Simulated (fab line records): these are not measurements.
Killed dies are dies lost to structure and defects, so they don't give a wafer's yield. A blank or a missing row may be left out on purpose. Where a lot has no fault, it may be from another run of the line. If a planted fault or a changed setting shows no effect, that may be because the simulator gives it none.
Struck lot and sound lot, side by side :: flow gf180mcu :: 25 steps out of a route of 602
Sound: wafers L216.1, L216.4, L216.5. Wafers struck: L209.2, L209.4, L209.6. The cause is given at the end.
Each step with rows lists, per side, the tool, then ch with its chambers, then its first start. Under that, the readings that differ: sound wafers :: struck wafers :: difference of the means :: sigmas: that difference in standard deviations of wafers without a fault.
alike: words and numbers the same on both sides, and readings whose means are apart by under 2 such deviations; not compared: readings that were withheld, readings missing a value for some wafer, numbers with overlapping values and no deviation given by the record, and bounds like >300 which may hide the same value.
The two part at a step that has a row with sigmas, a row that says differs or no value, or rows on one side only. Non-overlapping numbers with no deviation appear without sigmas and do not part them. A reading that every wafer of one side lacks parts them only if that side has two wafers or more.

first, 1 step without rows for these wafers: GF_VT_IMPLANT_IMPLANT_19.
GF_VT_IMPLANT_STRIP_20: strips in O2/N2.
  sound on plasma asher-01 ch 0,1, day 11 11:08; struck on plasma asher-03 ch 0,1, day 9 15:17
  alike: chamber pressure mTorr, drypump motor current A, heater power w, oes product au, platen temp c, strip time to endpoint s
  not compared: rf hours counter h
GF_VT_IMPLANT_TW_MEAS_21:
  sound on film metro-04 at day 11 11:14; struck on film metro-02 at day 9 15:24
  alike: VT_IMPLANT_2_TW
then, 7 steps without rows for these wafers: GF_VT_IMPLANT_DEHYDRATE_22 (time 60 s); GF_VT_IMPLANT_HMDS_23 (prime time 60 s); GF_VT_IMPLANT_COAT_24 (resist thk 1000 nm); GF_VT_IMPLANT_SOFTBAKE_25 (time 60 s); GF_VT_IMPLANT_EXPOSE_26 (exposes mask LVPWELL HV AREA, target cd 860 nm); GF_VT_IMPLANT_PEB_27; GF_VT_IMPLANT_DEVELOP_28 (develop time 60 s).
GF_VT_IMPLANT_OVL_MEAS_29:
  sound on overlay-01 at day 12 06:28; struck on overlay-02 at day 10 09:54
reading: VT_IMPLANT_02_OVL (nm)
sound: 1.7 1.8 -0.7
struck: -1.6 -2.9 -2.2
difference: -3.2
sigmas: -2
following that, these wafers have no rows for 1 step: GF_VT_IMPLANT_IMPLANT_30.
GF_VT_IMPLANT_STRIP_31: strips in O2/N2.
  sound on plasma asher-01 ch 0,1, day 12 06:38; struck on plasma asher-01 ch 0,1, day 10 10:05
  no value came back on the struck wafers for any of 6 readings (chamber pressure mTorr (mTorr), drypump motor current A (A) and others); on the sound wafers chamber pressure mTorr (mTorr) reads 1500.2 1503.2 1500.5
reading: model.NOVOLAK_of_VT_IMPLANT_COAT_24.thk nm (nm)
sound: 0 0 0
struck: 1003 1002 998.7
difference: +1001
sigmas: 
  not compared: rf hours counter h
GF_VT_IMPLANT_TW_MEAS_32:
  sound on film metro-04 at day 12 06:44; struck on film metro-02 at day 10 10:11
  alike: VT_IMPLANT_3_TW
then, 7 steps without rows for these wafers: GF_VT_IMPLANT_DEHYDRATE_33 (time 60 s); GF_VT_IMPLANT_HMDS_34 (prime time 60 s); GF_VT_IMPLANT_COAT_35 (resist thk 1000 nm); GF_VT_IMPLANT_SOFTBAKE_36 (time 60 s); GF_VT_IMPLANT_EXPOSE_37 (exposes mask Nwell HV AREA, target cd 860 nm); GF_VT_IMPLANT_PEB_38; GF_VT_IMPLANT_DEVELOP_39 (develop time 60 s).
GF_VT_IMPLANT_OVL_MEAS_40:
  sound on overlay-01 at day 13 02:49; struck on overlay-02 at day 11 04:52
  alike: VT_IMPLANT_03_OVL
following that, these wafers have no rows for 1 step: GF_VT_IMPLANT_IMPLANT_41.
GF_VT_IMPLANT_STRIP_42: strips in O2/N2.
  sound on plasma asher-02 ch 0,1, day 13 02:59; struck on plasma asher-03 ch 0,1, day 11 05:02
reading: strip time to endpoint s (s)
sound: 12.64 12.62 12.59
struck: 27.70 27.67 27.61
difference: +15.04
sigmas: +99 or more
  alike: chamber pressure mTorr, drypump motor current A, heater power w, oes product au, platen temp c
  not compared: rf hours counter h
GF_VT_IMPLANT_TW_MEAS_43:
  sound on film metro-02 at day 13 03:05; struck on film metro-03 at day 11 05:23
reading: VT_IMPLANT_4_TW
sound: 689 693 694
struck: 30 30 30
difference: -662
sigmas: -99 or more
  not compared: hold

## WHERE THEY PART
Last at GF_VT_IMPLANT_TW_MEAS_43 as far as this record goes, first at GF_VT_IMPLANT_OVL_MEAS_29.

WHY: whatever the simulator had introduced
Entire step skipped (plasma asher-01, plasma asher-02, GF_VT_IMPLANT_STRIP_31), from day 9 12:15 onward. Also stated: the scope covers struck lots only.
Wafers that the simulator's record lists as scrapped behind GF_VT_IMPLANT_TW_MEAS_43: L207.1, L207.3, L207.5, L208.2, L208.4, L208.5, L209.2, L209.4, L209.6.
